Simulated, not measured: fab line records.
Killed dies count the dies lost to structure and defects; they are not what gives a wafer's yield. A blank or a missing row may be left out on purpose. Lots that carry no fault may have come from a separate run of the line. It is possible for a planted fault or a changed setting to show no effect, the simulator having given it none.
The same fault as seen by 2 desks    flow gf180mcu    only its own numbers are on each desk; what lay behind them is given at the end

## DESK OF THE TOOL OWNER: implanter-03
GF_NWELL_IMPLANT_08, tool's own readings: per-lot mean of the sampled wafers with a number, covering each lot this tool ran. If a lot's mean is further than 4 standard deviations from the usual mean, the lot is out of limits and carries the mark OUT (the distance appears in the brackets).
Columns: A = beam-on-s at GF_NWELL_IMPLANT_08, usual 9.97 s; B = dose-ions-cm2 at GF_NWELL_IMPLANT_08, usual 1.4998e+13; C = tilt-deg at GF_NWELL_IMPLANT_08, usual 0.001 degrees
lot   first seen here  A     B           C
L503  day 5 00:51      9.80  1.5019e+13  -0.011
L510  day 6 14:20      9.88  1.5009e+13  4.592 (+99 or more) OUT
L511  day 6 19:56      9.72  1.5022e+13  4.611 (+99 or more) OUT
This desk finds L510, L511 out of limits, L510 being first, at day 6 14:20 (tilt-deg at GF_NWELL_IMPLANT_08). In limits: L503.

## METROLOGY DESK
Lot by lot, what the gauges showed, no matter which tool ran the lot: averages of those sampled wafers that carry a number. If a lot's mean is further than 4 standard deviations from the usual mean, the lot is out of limits and carries the mark OUT (the distance appears in the brackets).
Columns: A = STI_OXIDATION_01_THK at GF_STI_THK_MEAS_22, usual 15.13 nm; B = NWELL_TW at GF_NWELL_TW_MEAS_11, usual 1571; C = MVPSD_OVL at GF_MVPSD_OVL_MEAS_07, usual 0.5 nm; D = NWELL_RS at GF_VT_IMPLANT_RS_MEAS_47, usual 487.8 ohm/sq
lot   first seen here  A      B               C     D
L496  day 2 03:58      15.03  1574            2.1   489.5
L497  day 2 08:38      14.69  1577            0.2   488.3
L499  day 2 21:24      15.31  1580            -1.3  487.2
L501  day 3 08:11      15.03  1570            0.7   487.2
L502  day 3 17:44      15.32  1570            -1.4  486.2
L503  day 3 17:46      15.40  1581            1.4   487.1
L510  day 5 04:17      15.01  1739 (+22) OUT  1.1   647.3 (+99 or more) OUT
L511  day 5 10:23      15.20  1746 (+23) OUT  -1.8  647.5 (+99 or more) OUT
L513  day 5 19:42      15.31  1562            0.9   489.3
L514  day 6 01:48      14.87  1573            2.4   486.2
L515  day 6 05:50      15.34  1560            1.3   486.9
L518  day 6 22:28      15.17  1566            1.8   489.1
This desk finds L510, L511 out of limits, with the earliest case on L510 at day 6 14:44 (NWELL_TW at GF_NWELL_TW_MEAS_11). In limits: L496, L497, L499, L501, L502, L503, L513, L514, L515, L518.

## TAKEN TOGETHER
At day 6 14:20, on L510, L511, the tool owner's desk was in a position to raise an alarm.
L510, L511 would have let the metrology desk raise an alarm at day 6 14:44.
Every lot named ran GF_NWELL_IMPLANT_08 on implanter-03.

## WHAT WAS PUT IN BY THE SIMULATOR
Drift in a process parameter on implanter-03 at GF_NWELL_IMPLANT_08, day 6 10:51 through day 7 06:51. The setting tilt-deg was moved by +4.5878, starting from 0. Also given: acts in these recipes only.
Struck lots among those shown: L510, L511.
Hours from the fault's start to each desk's first reading out of limits: the tool owner's desk, 3; the metrology desk, 4.
